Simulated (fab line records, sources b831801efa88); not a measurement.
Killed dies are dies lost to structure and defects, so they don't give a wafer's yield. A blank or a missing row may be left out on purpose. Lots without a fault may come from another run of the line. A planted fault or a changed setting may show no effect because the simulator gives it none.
A struck lot beside a sound one | flow sky130 | 19 steps out of a route of 708
Sound: wafers L244.1, L244.4, L244.5. Struck: wafers L246.2, L246.3, L246.5. The cause comes at the end.
At each step with rows: each side's tool, then ch and its chambers, then its first start. Under that, the readings that differ: sound wafers | struck wafers | difference of the means | sigmas: that difference in standard deviations of wafers without a fault.
alike: readings whose means differ by less than 2 such deviations, and words and numbers that are the same on both sides. not compared: withheld readings, readings that some wafer has no value for, bounds like >300 that may hide the same value, and numbers for which the record gives no deviation and whose values overlap.
The two part at a step that has a row with sigmas, a row that says differs or no value, or rows on one side only. Numbers that don't overlap but have no deviation are shown without sigmas and don't part them. A reading that every wafer of one side lacks parts them only if that side has two wafers or more.

first, 4 steps without rows for these wafers: SKY_VT_ADJUST_LVTN_SOFTBAKE_14 (time 60 s); SKY_VT_ADJUST_LVTN_EXPOSE_15 (exposes mask HVN STD DERIVED, target cd 600 nm); SKY_VT_ADJUST_LVTN_PEB_16; SKY_VT_ADJUST_LVTN_DEVELOP_17 (develop time 60 s).
SKY_VT_ADJUST_LVTN_OVL_MEAS_18:
  sound on overlay-01, day 10 00:08; struck on overlay-02, day 10 08:47
  alike: VT_ADJUST_LVTN_01_OVL
then, 1 step without rows for these wafers: SKY_VT_ADJUST_LVTN_IMPLANT_19.
SKY_VT_ADJUST_LVTN_STRIP_20: strips in O2/N2.
  sound on plasma_asher-02 ch 0,1, day 10 00:19; struck on plasma_asher-01 ch 0,1, day 10 08:58
  alike: drypump_motor_current_A, oes_product_au, strip_time_to_endpoint_s
  not compared: rf_hours_counter_h
SKY_VT_ADJUST_LVTN_TW_MEAS_21:
  sound on film_metro-04, day 10 00:25; struck on film_metro-02, day 10 09:05
  alike: VT_ADJUST_LVTN_2_TW
then, 4 steps without rows for these wafers: SKY_VT_ADJUST_NCORE_DEHYDRATE_00 (time 60 s); SKY_VT_ADJUST_NCORE_HMDS_01 (prime time 60 s); SKY_VT_ADJUST_NCORE_COAT_02 (resist thk 1140 nm); SKY_VT_ADJUST_NCORE_SOFTBAKE_03 (time 60 s).
SKY_VT_ADJUST_NCORE_EXPOSE_04: exposes mask LVTN COMPLEMENT THIN, target cd 380 nm.
  sound on iline_stepper-02 ch 0, day 10 11:56; struck on iline_stepper-02 ch 0, day 10 20:38
  reading                                 | sound                      | struck            | difference | sigmas
  model.VT_ADJUST_NCORE.overlay_x_nm (nm) | -0.09206 -0.09206 -0.09206 | 131.5 131.5 131.5 | +131.6     |
  alike: mask, stage_vel_mm_s
then, 2 steps without rows for these wafers: SKY_VT_ADJUST_NCORE_PEB_05; SKY_VT_ADJUST_NCORE_DEVELOP_06 (develop time 60 s).
SKY_VT_ADJUST_NCORE_CD_MEAS_07: target cd 380 nm.
  sound on cd_sem-02, day 10 22:50; struck on cd_sem-02, day 11 08:08
  reading    | sound             | struck            | difference | sigmas
  cd_nm (nm) | 382.6 382.3 381.4 | 374.3 377.4 375.4 | -6.4       | -2
SKY_VT_ADJUST_NCORE_OVL_MEAS_08:
  sound on overlay-01, day 10 22:57; struck on overlay-01, day 11 08:14
  reading                  | sound          | struck            | difference | sigmas
  VT_ADJUST_NCORE_OVL (nm) | -2.6 -1.7 -1.4 | 129.2 129.8 129.9 | +131.5     | +88
then, 1 step without rows for these wafers: SKY_VT_ADJUST_NCORE_IMPLANT_09.
-- the record jumps here: 37 days lie between the struck wafers' starts before and after (it left off in module VT_ADJUST_NCORE and takes up again in module PAD_OPEN, whose first step shown is number 708 of the route) --
SKY_PAD_OPEN_PROBE_99:
  sound on prober-02, day 47 23:05; struck on prober-01, day 48 10:07
  reading                                   | sound                | struck               | difference | sigmas
  model.etest.sram_nfet_pass.drive_ua_um    | 493.7 519.7 499.7    | 536 528.7 548.6      | +33        |
  model.etest.sram_nfet_pass.off_log10_a_um | -12.68 -12.47 -12.72 | -12.22 -12.3 -12.15  | +0.40      |
  model.etest.sram_nfet_pass.vt_sat_v (V)   | 0.5748 0.5436 0.5776 | 0.5166 0.5215 0.5032 | -0.0516    |
  model.etest.sram_nfet_pass.vt_v (V)       | 0.671 0.6439 0.6774  | 0.6253 0.6296 0.6161 | -0.0404    |
  alike: killed_at_M0_to_M3, killed_at_M4_up, killed_at_contacts, killed_at_front_end, killed_at_other, killed_dies, killed_open, killed_short

WHERE THEY PART
First at SKY_VT_ADJUST_NCORE_CD_MEAS_07; last, within this record, at SKY_VT_ADJUST_NCORE_OVL_MEAS_08. Later steps at which nothing parts them and some readings are alike: SKY_PAD_OPEN_PROBE_99.

WHY: what the simulator had put in
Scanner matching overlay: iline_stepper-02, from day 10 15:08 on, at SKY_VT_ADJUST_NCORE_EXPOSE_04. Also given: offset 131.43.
